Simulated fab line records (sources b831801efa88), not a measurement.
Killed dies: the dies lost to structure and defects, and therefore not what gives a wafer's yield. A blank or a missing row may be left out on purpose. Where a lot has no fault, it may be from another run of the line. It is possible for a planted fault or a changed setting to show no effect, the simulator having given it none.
Which tool was responsible? :: flow sfq-line :: route of 325 steps, sampled at 1 step: 13 lots, 39 wafers

== WHAT THE GAUGES READ, wafer by wafer ==
SFQ_I4_OVL_MEAS_928.
lot: L406
measured: day 50 08:32
on: overlay-01
I4_OVL (nm): 4 10 7

lot: L407
measured: day 50 13:21
on: overlay-01
I4_OVL (nm): 0 1 5

lot: L408
measured: day 50 15:38
on: overlay-02
I4_OVL (nm): -4 -7 -1

lot: L410
measured: day 52 16:39
on: overlay-02
I4_OVL (nm): -5 -4 -2

lot: L411
measured: day 52 17:52
on: overlay-02
I4_OVL (nm): 1 0 -1

lot: L413
measured: day 52 21:26
on: overlay-02
I4_OVL (nm): -7 -4 -4

lot: L415
measured: day 53 08:15
on: overlay-02
I4_OVL (nm): -9 -5 0

lot: L416
measured: day 53 20:24
on: overlay-01
I4_OVL (nm): -5 -1 -3

lot: L417
measured: day 54 03:22
on: overlay-01
I4_OVL (nm): -2 -7 -7

lot: L418
measured: day 54 05:53
on: overlay-02
I4_OVL (nm): 3 1 1

lot: L420
measured: day 54 13:59
on: overlay-01
I4_OVL (nm): 0 2 3

lot: L424
measured: day 55 06:19
on: overlay-02
I4_OVL (nm): 3 7 6

lot: L428
measured: day 56 00:43
on: overlay-01
I4_OVL (nm): 0 -1 -4

== TOOL THAT RAN EACH LOT (tool first, then ch and the chambers of the sampled wafers, then the start) ==
The record holds no process step before these readings.

== WHAT THE TOOLS THEMSELVES READ (means of the sampled wafers that have a number; where no wafer has one, the mark that the record gives instead) ==
The record holds no such reading with a usual standard deviation.

== THE ANSWER, worked out from the rows above alone ==
Rule: the lots themselves supply what counts as usual. The widest of any qualifying gaps counts: lots, ordered by their means at a reading, are off when they make up no more than a third of the lots, leave a main group of 4 or more, and stand apart from it by 3 or more times the standard deviation of that group's means. Not used: any main group whose means are identical at the precision the tables above print for the reading. A lot without any number at a reading at which 4 lots or more have one is off too. Any other lot the step has rows for is counted as sound. Order of review: gauges by route order, followed by the tools' own readings, for which a lot's mean as printed above is used. At the first step where some lot is off, the reading lying furthest off is the one used; lots without a number count as furthest.
No lot is off at any reading shown: from this, nothing can be told.

== WHAT THE SIMULATOR HAD INSERTED ==
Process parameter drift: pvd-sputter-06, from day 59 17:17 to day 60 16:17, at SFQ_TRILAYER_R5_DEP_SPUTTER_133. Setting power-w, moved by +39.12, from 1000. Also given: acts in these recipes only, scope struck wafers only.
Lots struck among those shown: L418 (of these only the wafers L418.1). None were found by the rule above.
